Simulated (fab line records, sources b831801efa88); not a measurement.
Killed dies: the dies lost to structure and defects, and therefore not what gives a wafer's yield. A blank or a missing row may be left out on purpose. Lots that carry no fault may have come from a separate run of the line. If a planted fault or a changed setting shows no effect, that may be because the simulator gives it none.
Chamber matching	flow sfq-line	4 sister chambers for SFQ_TRILAYER_I7_VIA_BARC_OPEN_VIA_ETCH_260 on rie-diel-02
The step etches BARC in O2, target depth 125 nm, time 41.7 s. 7 wafers are shown with their chamber, then 7 later ones without.

== WAFERS WITH THEIR CHAMBER ==
wafer	chamber	run-length-s (s)	oes-product-au (a.u.)
L412.5	3	70.2	0.679
L416.4	2	68.5	0.698
L418.1	3	68.3	0.696
L418.2	2	69.8	0.675
L418.6	1	70.5	0.669
L424.1	1	70.8	0.686
L424.3	0	70.0	0.691

== WAFERS WITHOUT THEIR CHAMBER ==
wafer	run-length-s (s)	oes-product-au (a.u.)
L424.4	70.3	0.687
L429.2	70.0	0.684
L429.3	69.9	0.687
L429.5	69.9	0.685
L431.1	70.1	0.689
L431.2	70.6	0.686
L431.6	70.5	0.688

== WHICH CHAMBER EACH WENT THROUGH ==
wafer	from the rows above	in truth
L424.4	can't be placed: 0 or 1 or 3 or 2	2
L429.2	can't be placed: 0 or 3 or 1 or 2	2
L429.3	can't be placed: 0 or 3 or 2 or 1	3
L429.5	can't be placed: 0 or 3 or 2 or 1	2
L431.1	can't be placed: 0 or 3 or 2 or 1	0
L431.2	can't be placed: 1 or 0 or 3 or 2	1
L431.6	can't be placed: 0 or 1 or 3 or 2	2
0 of 7 placed correctly. From these rows, 7 cannot be placed; in 7 the true chamber is one of the candidates. 0 placed wrongly.
How it was worked out, from the rows above alone: a wafer's distance from a chamber is the root of the sum, over the readings, of the square of ((its reading less the chamber's mean) divided by the reading's scatter). The wafer belongs to the nearest chamber; if the next one is less than 2 further off, it can't be placed. The mean given for a chamber averages the wafers shown for that chamber. The scatter: the root of (the sum of the squares of (reading less its chamber's mean) over the shown wafers, divided by (wafers less chambers)).
